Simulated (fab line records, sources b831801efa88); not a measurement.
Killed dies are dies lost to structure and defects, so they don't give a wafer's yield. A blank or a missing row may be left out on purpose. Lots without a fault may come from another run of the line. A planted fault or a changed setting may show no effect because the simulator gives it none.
One fault seen from 2 desks | flow sfq_line | each desk has only its own numbers; what lay behind them comes last

THE TOOL OWNER'S DESK: pecvd-02
The tool's own readings at SFQ_TRILAYER_I1_DEP_PECVD_045 (deposits SiO2 from SiH4/N2O, time 111.11 s, target thk 500 nm): means of the sampled wafers that have a number, for each lot that ran on this tool. A lot is out of limits, marked OUT, if its mean lies more than 4 standard deviations from the usual mean; the brackets give that distance.
Columns: A = heater_power_w at SFQ_TRILAYER_I1_DEP_PECVD_045, usual 99 W; B = run_length_s at SFQ_TRILAYER_I1_DEP_PECVD_045, usual 139.1 s; C = throttle_valve_pct at SFQ_TRILAYER_I1_DEP_PECVD_045, usual 25.0 %
lot  | first seen here | A   | B                | C
L542 | day 13 20:22    | 107 | 138.6            | 24.8
L544 | day 14 10:22    | 104 | 139.1            | 24.5
L547 | day 15 04:22    | 115 | 135.2 (-6.2) OUT | 25.1
L548 | day 15 20:44    | 113 | 135.3 (-6.1) OUT | 24.8
L549 | day 16 04:43    | 111 | 135.1 (-6.4) OUT | 24.9
L556 | day 18 19:23    | 103 | 138.9            | 25.1
L558 | day 19 05:02    | 113 | 139.2            | 25.1
L559 | day 19 12:27    | 120 | 139.6            | 25.2
This desk's finding: out of limits on L547, L548, L549; first on L547, day 15 04:22 (run_length_s at SFQ_TRILAYER_I1_DEP_PECVD_045). In limits: L542, L544, L556, L558, L559.

THE METROLOGY DESK
What the gauges read, lot by lot, whatever tool the lot ran on: means of the sampled wafers that have a number. A lot is out of limits, marked OUT, if its mean lies more than 4 standard deviations from the usual mean; the brackets give that distance.
Columns: A = M7_OVL at SFQ_M7_OVL_MEAS_945, usual -1 nm
lot  | first seen here | A
L539 | day 69 20:07    | 0
L542 | day 71 05:50    | -1
L544 | day 71 12:03    | -2
L547 | day 72 04:15    | -6
L548 | day 76 15:55    | 1
L549 | day 77 05:07    | 1
L552 | day 77 23:13    | 6
L555 | day 79 10:32    | 1
L556 | day 79 14:08    | -3
L557 | day 80 00:56    | 3
L558 | day 81 02:53    | 3
L559 | day 81 05:16    | -1
L560 | day 81 06:28    | -1
L561 | day 81 08:52    | 0
L562 | day 81 12:28    | 2
This desk's finding: nothing out of limits on any of the 15 lots.

PUT TOGETHER
The tool owner's desk could have raised an alarm at day 15 04:22, on L547, L548, L549.
The metrology desk saw nothing out of limits.
The metrology desk has L547, L548, L549 on record, within its limits.
Of the lots named, all ran SFQ_TRILAYER_I1_DEP_PECVD_045 on pecvd-02.

WHAT THE SIMULATOR HAD PUT IN
Process parameter drift: pecvd-02, from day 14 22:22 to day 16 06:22, at SFQ_TRILAYER_I1_DEP_PECVD_045. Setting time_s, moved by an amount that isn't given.
Lots struck among those shown: L547, L548, L549.
Hours from the fault's start to each desk's first reading out of limits: the tool owner's desk, 6.
